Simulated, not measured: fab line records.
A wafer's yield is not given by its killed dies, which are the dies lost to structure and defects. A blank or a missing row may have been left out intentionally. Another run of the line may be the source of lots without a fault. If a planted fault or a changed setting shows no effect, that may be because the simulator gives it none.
Problem report in the 8D (eight disciplines) form, filled by code    flow sky130    the parts of the form that need people (team, actions taken, sign-off) are left out

== 1. WHAT IS WRONG ==
POLY_GATE_CVD_00_THK at SKY_POLY_GATE_THK_MEAS_01 reads a mean of 161.8 nm on 3 wafers of 1 lot; wafers without a fault read 179.8 nm with a standard deviation of 1.2. Relative to the usual mean, that is a shift of -15 standard deviations.
The first sign was on wafer L198.1 at day 18 06:32, on film metro-03. Wafers with a number at this step in the record: 33, from 11 lots. Rule for "out" (also "out of limits"): further than 4 standard deviations from the usual mean. The rest of the wafers with a number are treated as sound.

== 2. WHAT IT IS; WHAT IT IS NOT ==
question                     is                      is not
which readings at this step  POLY_GATE_CVD_00_THK    -
which lots                   L198                    L185, L186, L187, L188, L189, L193, L194, L206, L207, L208
which wafers of those lots   all that have a number  -
read on which gauges         film metro-03           film metro-02, film metro-04
when                         from day 18 06:32       up to then (21 sound wafers); but 9 sound wafers of L206, L207, L208 came after

== 3. SUSPECTS, AND WHAT RULES EACH OUT ==
Counting: a tool at any process step up to the reading remains a suspect when it ran all the lots that are out and ran no sound lot after the first of those.
- the gauge at SKY_POLY_GATE_THK_MEAS_01 is ruled out. All the wafers that are out were read on film metro-03, but those of them that SKY_POLY_GATE_CVD_00 has rows for are out there too, on other tools.
- lpcvd-01 at SKY_POLY_GATE_CVD_00 (deposits poly-Si, target thk 180 nm, time 720 s): ruled out as a lasting fault. The sound lots L207, L206, L208 went through it after L198, its earliest lot that is out (day 18 05:20).
Left after counting: nothing in the record.

== 4. THE CAUSE (what the simulator had put in) ==
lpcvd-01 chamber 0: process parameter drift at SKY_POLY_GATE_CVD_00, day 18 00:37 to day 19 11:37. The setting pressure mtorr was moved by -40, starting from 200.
Counting ruled it out, wrongly: the rule takes a fault to strike every lot that its tool runs from its start on, and this one did not.

== 5. THE EFFECT CHAIN, in route order ==
Rows list readings where the struck wafers' mean (over those with a number) sits beyond 3 standard deviations from the usual. Readings are gone through only where the record gives a usual standard deviation; hours: the median, over the lots, of the time from a lot's start at the first step in this table giving one to that lot's start at this step; sigmas: the change measured in usual standard deviations.
hours  step                       reading               usual        on struck wafers  change  sigmas
0      SKY_POLY_GATE_CVD_00       pressure mtorr        200.0 mTorr  160.1             -39.9   -89
1      SKY_POLY_GATE_THK_MEAS_01  POLY_GATE_CVD_00_THK  179.8 nm     161.8             -18.0   -15
64     SKY_POLY_GATE_ETCH_17      oes product au        0.987 a.u.   0.923             -0.064  -8.3
The process steps in it:
- SKY_POLY_GATE_CVD_00: deposits poly-Si, target thk 180 nm, time 720 s.
- SKY_POLY_GATE_ETCH_17: etches poly-Si in HBr/Cl2, stops on SiO2, target depth 180 nm, time 70.5 s.

== 6. WHAT WOULD HAVE CAUGHT IT SOONER ==
The first out-of-limits reading at a measuring or inspecting step in this record came at day 18 06:32, 6 hours after the fault's start at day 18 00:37.
Tool's own readings at SKY_POLY_GATE_CVD_00, pressure mtorr: out on all struck wafers the step has rows for; an alarm limit on them would have tripped on the first.
